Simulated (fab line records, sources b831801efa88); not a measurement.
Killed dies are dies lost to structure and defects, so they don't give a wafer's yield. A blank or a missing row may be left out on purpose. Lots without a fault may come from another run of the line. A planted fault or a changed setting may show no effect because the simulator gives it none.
A struck lot beside a sound one | flow sfq_line | 15 steps out of a route of 325
Sound: wafers L950.1, L950.3, L950.5. Struck: wafers L953.5, L953.6. (L953.3 of the same lot was not struck and is left out.) The cause comes at the end.
At each step with rows: each side's tool, then ch and its chambers, then its first start. Under that, the readings that differ: sound wafers | struck wafers | difference of the means | sigmas: that difference in standard deviations of wafers without a fault.
alike: readings whose means differ by less than 2 such deviations, and words and numbers that are the same on both sides. not compared: withheld readings, readings that some wafer has no value for, bounds like >300 that may hide the same value, and numbers for which the record gives no deviation and whose values overlap.
The two part at a step that has a row with sigmas, a row that says differs or no value, or rows on one side only. Numbers that don't overlap but have no deviation are shown without sigmas and don't part them. A reading that every wafer of one side lacks parts them only if that side has two wafers or more.

first, 1 step without rows for these wafers: SFQ_TRILAYER_M6_STRIP_SOLV_CLEAN_164 (cleans in NMP, time 600 s).
SFQ_TRILAYER_I6_DEP_PECVD_165: deposits SiO2 from SiH4/N2O, time 111.11 s, target thk 500 nm.
  sound on pecvd-04 ch 0,1, day 74 11:09; struck on pecvd-01 ch 0,1, day 75 00:48
  alike: heater_power_w, throttle_valve_pct
SFQ_TRILAYER_I6_CMP_CMP_166: polishes SiO2.
  sound on cmp-02 ch 0,2,3, day 74 12:14; struck on cmp-01 ch 2,3, day 75 08:52
  alike: motor_current_A, time_to_endpoint_s
SFQ_I6_BOW_MEAS_941:
  sound on film_metro-04, day 74 14:14; struck on film_metro-02, day 75 09:54
  alike: I6_BOW
SFQ_TRILAYER_I6_METRO_MEASURE_167:
  sound on film_metro-04, day 74 14:21; struck on film_metro-02, day 75 10:23
  alike: thk_nm
then, 6 steps without rows for these wafers: SFQ_TRILAYER_I6_VIA_LITHO_COAT_174 (resist thk 62 nm); SFQ_TRILAYER_I6_VIA_LITHO_COAT_169 (resist thk 650 nm); SFQ_TRILAYER_I6_VIA_LITHO_SOFTBAKE_173; SFQ_TRILAYER_I6_VIA_LITHO_EXPOSE_170 (exposes mask I6, target cd 700 nm); SFQ_TRILAYER_I6_VIA_LITHO_PEB_172 (peb time 60 s); SFQ_TRILAYER_I6_VIA_LITHO_DEVELOP_171 (time 60 s).
SFQ_I6_OVL_MEAS_942:
  sound on overlay-01, day 74 17:52; struck on overlay-02, day 75 17:38
  alike: I6_OVL
SFQ_TRILAYER_I6_VIA_BARC_OPEN_VIA_ETCH_235: etches BARC in O2, target depth 125 nm, time 41.7 s.
  sound on rie_diel-04 ch 0,3, day 74 17:55; struck on rie_diel-04 ch 1,2, day 75 17:40
  reading               | sound             | struck      | difference | sigmas
  oes_product_au (a.u.) | 0.685 0.694 0.683 | 0.669 0.665 | -0.020     | -5
  run_length_s (s)      | 69.6 69.6 69.2    | 73.6 73.3   | +4.0       | +9
  alike: drypump_motor_current_A
  not compared: rf_hours_counter_h, model.KrF_of_TRILAYER_I6_VIA_LITHO_COAT_169.thk_nm
SFQ_TRILAYER_I6_VIA_ETCH_VIA_ETCH_172: etches SiO2 in CHF3, stops on Nb, target depth 260 nm.
  sound on rie_diel-04 ch 0,3, day 74 17:56; struck on rie_diel-04 ch 1,2, day 75 17:43
  alike: drypump_motor_current_A, oes_product_au
  not compared: model.KrF_of_TRILAYER_I6_VIA_LITHO_COAT_169.thk_nm
SFQ_TRILAYER_I6_VIA_STRIP_STRIP_173: strips in O2.
  sound on rie_metal-02 ch 1, day 74 18:04; struck on rie_metal-03 ch 0,1, day 75 18:01
  alike: drypump_motor_current_A, oes_product_au, platen_temp_c
  not compared: rf_hours_counter_h

WHERE THEY PART
Only at SFQ_TRILAYER_I6_VIA_BARC_OPEN_VIA_ETCH_235, within this record. Later steps at which nothing parts them and some readings are alike: SFQ_TRILAYER_I6_VIA_ETCH_VIA_ETCH_172, SFQ_TRILAYER_I6_VIA_STRIP_STRIP_173.

WHY: what the simulator had put in
Process parameter drift: rie_diel-04, from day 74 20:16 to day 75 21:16, at SFQ_TRILAYER_I6_VIA_BARC_OPEN_VIA_ETCH_235. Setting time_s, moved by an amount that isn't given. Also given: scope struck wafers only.
